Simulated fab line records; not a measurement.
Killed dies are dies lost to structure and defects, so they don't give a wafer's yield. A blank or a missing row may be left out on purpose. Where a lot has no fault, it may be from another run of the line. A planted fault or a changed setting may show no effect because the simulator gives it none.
Problem report, 8D (eight disciplines) form, completed by code -- flow sky130 -- the parts of the form that need people (team, actions taken, sign-off) are left out

1. THE ISSUE
sort_bin_3_pad_short at SKY_PAD_OPEN_PROBE_99 reads a mean of 81.9 % on 9 wafers of 3 lots; wafers without a fault read 0.9 % with a standard deviation of 0.43. That is +99 or more standard deviations from the usual mean.
The first sign was on wafer L208.2 at day 49 12:23, on prober-01. The record has a number at this step for 36 wafers belonging to 12 lots. The rule behind "out" and "out of limits": a value lying over 4 standard deviations away from the usual mean. All remaining wafers that have a number are taken as sound.

2. WHAT THIS IS AND IS NOT
question,is,is not
which readings at this step,"sort_bin_3_pad_short, defect-limited-yield, killed_at_M0_to_M3, killed-dies, killed-on-rim, sort-n-pass, sort-yield-pct","killed-at-front-end, killed-at-other, killed-open, killed-short, sort_bin_6_memory"
which lots,"L208, L209, L210","L194, L198, L199, L201, L203, L211, L212, L216, L217"
which wafers of those lots,all that have a number,-
read on which tools,"prober-01, prober-02",-
when,from day 49 12:23,"up to then (15 sound wafers); but 12 sound wafers of L211, L212, L216, L217 came after"

3. THE SUSPECTS, EACH WITH WHAT RULES IT OUT
Counting: a tool at any process step up to the reading remains a suspect when it ran all the lots that are out and ran no sound lot after the first of those.
- cmp-02 at SKY_VIA3_CMP_24 (polishes, stops on SiO2, t overpolish 20 s, target thk 0 nm): ruled out as a lasting fault. The sound lots L216, L217 went through it after L208, its earliest lot that is out (day 43 20:50).
Left after counting: nothing in the record.

4. THE CAUSE (what the simulator had put in)
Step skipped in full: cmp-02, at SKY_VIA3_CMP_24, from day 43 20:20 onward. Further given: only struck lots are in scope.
The count ruled it out by mistake, since the rule takes a fault to strike every lot its tool runs from the start of the fault on, and this one did not do so.

5. SEQUENCE OF EFFECTS, ordered by route
Rows list readings where the struck wafers' mean (over those with a number) sits beyond 3 standard deviations from the usual. Readings are gone through only where the record gives a usual standard deviation; hours: the median, over the lots, of the time from a lot's start at the first step in this table giving one to that lot's start at this step; sigmas: the change measured in usual standard deviations.
hours,step,reading,usual,on struck wafers,change,sigmas
0,SKY_PAD_OPEN_PROBE_99,defect-limited-yield,82.2 %,0.0,-82.2,-43
0,SKY_PAD_OPEN_PROBE_99,killed_at_M0_to_M3,44,447,+403,+58
0,SKY_PAD_OPEN_PROBE_99,killed-dies,88,492,+404,+44
0,SKY_PAD_OPEN_PROBE_99,killed-on-rim,17,96,+79,+23
0,SKY_PAD_OPEN_PROBE_99,sort_bin_3_pad_short,0.9 %,81.9,+81.0,+99 or more
0,SKY_PAD_OPEN_PROBE_99,sort-n-pass,404,0,-404,-44
0,SKY_PAD_OPEN_PROBE_99,sort-yield-pct,82.2 %,0.0,-82.2,-43
The process steps in it:
- SKY_PAD_OPEN_PROBE_99
Readings that are blank on the struck wafers while sound wafers have them: edge-zone-pressure-frac at SKY_VIA3_CMP_24; head-pressure-psi at SKY_VIA3_CMP_24; motor-current-A at SKY_VIA3_CMP_24; overpolish-run-s at SKY_VIA3_CMP_24; platen-rpm at SKY_VIA3_CMP_24; time-to-endpoint-s at SKY_VIA3_CMP_24.

6. WHAT WOULD HAVE CAUGHT IT SOONER
In this record no reading fell out of limits until day 49 12:23, 136 hours after the fault had begun at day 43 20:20.
At SKY_VIA3_CMP_24 the tool's readings are blank on the struck wafers, where sound wafers have them: an empty tool record is the first sign, and it was there at once.
